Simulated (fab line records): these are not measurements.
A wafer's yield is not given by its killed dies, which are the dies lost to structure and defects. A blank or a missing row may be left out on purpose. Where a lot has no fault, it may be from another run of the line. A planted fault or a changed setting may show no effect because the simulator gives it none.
2 desks looking at one fault / flow gf180mcu / each desk holds nothing but its own numbers, with what lay behind them at the end

== THE TOOL OWNER'S DESK: furnace-01 ==
The tool's own readings at GF_DUAL_GATE_OXIDATION_02 (stabilise 600 s, purge 300 s, target thk 10.887 nm): means of the sampled wafers that have a number, for each lot that ran on this tool. If a lot's mean is further than 4 standard deviations from the usual mean, the lot is out of limits and carries the mark OUT (the distance appears in the brackets).
Columns: A = ox_temp_c_max at GF_DUAL_GATE_OXIDATION_02, usual 902.8; B = spike_tc_centre_C at GF_DUAL_GATE_OXIDATION_02, usual 900.7 C; C = spike_tc_top_C at GF_DUAL_GATE_OXIDATION_02, usual 909.4 C
lot=L720; first seen here=day 8 18:31; A=902.5; B=900.4; C=909.5
lot=L722; first seen here=day 9 07:43; A=902.3; B=899.3; C=911.3
lot=L724; first seen here=day 9 21:31; A=901.7; B=899.8; C=911.5
lot=L725; first seen here=day 10 05:14; A=902.3; B=900.8; C=910.5
lot=L730; first seen here=day 12 02:10; A=902.3; B=900.7; C=910.1
lot=L733; first seen here=day 12 22:28; A=902.5; B=900.4; C=910.5
lot=L734; first seen here=day 12 22:28; A=902.6; B=900.3; C=909.3
This desk's finding: nothing out of limits on any of the 7 lots.

== THE METROLOGY DESK ==
What the gauges read for every lot (on any tool): the sampled wafers with a number, averaged. If a lot's mean is further than 4 standard deviations from the usual mean, the lot is out of limits and carries the mark OUT (the distance appears in the brackets).
Columns: A = M5_OVL at GF_M5_OVL_MEAS_08, usual 0 nm; B = V5_CVD_02_THK at GF_V5_THK_MEAS_03, usual 1456 nm
lot=L716; first seen here=day 26 08:40; A=4; B=1445
lot=L718; first seen here=day 27 04:40; A=-5; B=1474
lot=L719; first seen here=day 27 08:00; A=-3; B=1430
lot=L720; first seen here=day 27 23:05; A=-4; B=1445
lot=L721; first seen here=day 27 23:38; A=-4; B=1443
lot=L722; first seen here=day 28 15:44; A=4; B=1460
lot=L723; first seen here=day 28 21:02; A=7; B=1454
lot=L724; first seen here=day 29 11:33; A=3; B=1451
lot=L725; first seen here=day 29 15:26; A=-7; B=1458
lot=L730; first seen here=day 31 08:05; A=2; B=1482
lot=L732; first seen here=day 31 11:11; A=1; B=1455
lot=L734; first seen here=day 32 03:48; A=-15; B=1454
lot=L733; first seen here=day 32 04:56; A=-6; B=1447
lot=L738; first seen here=day 33 00:56; A=11; B=1458
This desk's finding: nothing out of limits on any of the 14 lots.

== ALL TOGETHER ==
The tool owner's desk saw nothing out of limits.
Nothing out of limits was seen by the metrology desk.

== WHAT THE SIMULATOR PUT IN ==
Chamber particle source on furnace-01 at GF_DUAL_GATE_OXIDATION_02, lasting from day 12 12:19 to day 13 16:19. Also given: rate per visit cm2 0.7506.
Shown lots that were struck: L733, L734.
